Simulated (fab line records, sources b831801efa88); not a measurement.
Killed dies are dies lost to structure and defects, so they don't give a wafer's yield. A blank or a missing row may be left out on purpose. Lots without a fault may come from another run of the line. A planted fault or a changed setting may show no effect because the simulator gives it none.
One fault seen from 2 desks | flow sky130 | each desk has only its own numbers; what lay behind them comes last

THE TOOL OWNER'S DESK: implanter-04
The tool's own readings at SKY_SD_P_IMPLANT_09: means of the sampled wafers that have a number, for each lot that ran on this tool. A lot is out of limits, marked OUT, if its mean lies more than 4 standard deviations from the usual mean; the brackets give that distance.
Columns: A = beam_on_s at SKY_SD_P_IMPLANT_09, usual 14.2 s
lot  | first seen here | A
L208 | day 25 02:01    | 14.4
L209 | day 25 13:25    | 14.5
L210 | day 26 08:23    | 14.4
L213 | day 27 04:14    | 14.1
L214 | day 27 20:40    | 14.6
L222 | day 30 09:30    | 14.3
L225 | day 31 06:28    | 14.0
L228 | day 32 08:00    | 14.3
L231 | day 33 20:28    | 14.2
This desk's finding: nothing out of limits on any of the 9 lots.

THE METROLOGY DESK
What the gauges read, lot by lot, whatever tool the lot ran on: means of the sampled wafers that have a number. A lot is out of limits, marked OUT, if its mean lies more than 4 standard deviations from the usual mean; the brackets give that distance.
Columns: A = SD_P_RS at SKY_SD_N_RS_MEAS_17, usual 147.2 ohm/sq
lot  | first seen here | A
L208 | day 27 14:03    | 147.2
L209 | day 28 00:52    | 147.7
L210 | day 28 19:16    | 147.2
L213 | day 29 13:47    | 149.1 (+4.5) OUT
L214 | day 30 05:54    | 148.6
L220 | day 32 06:46    | 146.6
L222 | day 32 16:52    | 147.2
L223 | day 32 19:41    | 147.3
L224 | day 33 03:35    | 147.7
L225 | day 33 13:37    | 146.8
L227 | day 34 04:01    | 146.5
L228 | day 34 14:24    | 146.9
L230 | day 35 11:30    | 147.5
L231 | day 36 01:36    | 146.7
This desk's finding: out of limits on L213; first on L213, day 29 13:47 (SD_P_RS at SKY_SD_N_RS_MEAS_17). In limits: L208, L209, L210, L214, L220, L222, L223, L224, L225, L227, L228, L230, L231.

PUT TOGETHER
The metrology desk could have raised an alarm at day 29 13:47, on L213.
The tool owner's desk saw nothing out of limits.
The tool owner's desk has L213 on record, within its limits.
Of the lots named, all ran SKY_SD_P_IMPLANT_09 on implanter-04.

WHAT THE SIMULATOR HAD PUT IN
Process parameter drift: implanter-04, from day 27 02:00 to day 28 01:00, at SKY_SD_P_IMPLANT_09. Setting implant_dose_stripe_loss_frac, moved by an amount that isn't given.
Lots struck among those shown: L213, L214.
Hours from the fault's start to each desk's first reading out of limits: the metrology desk, 60.
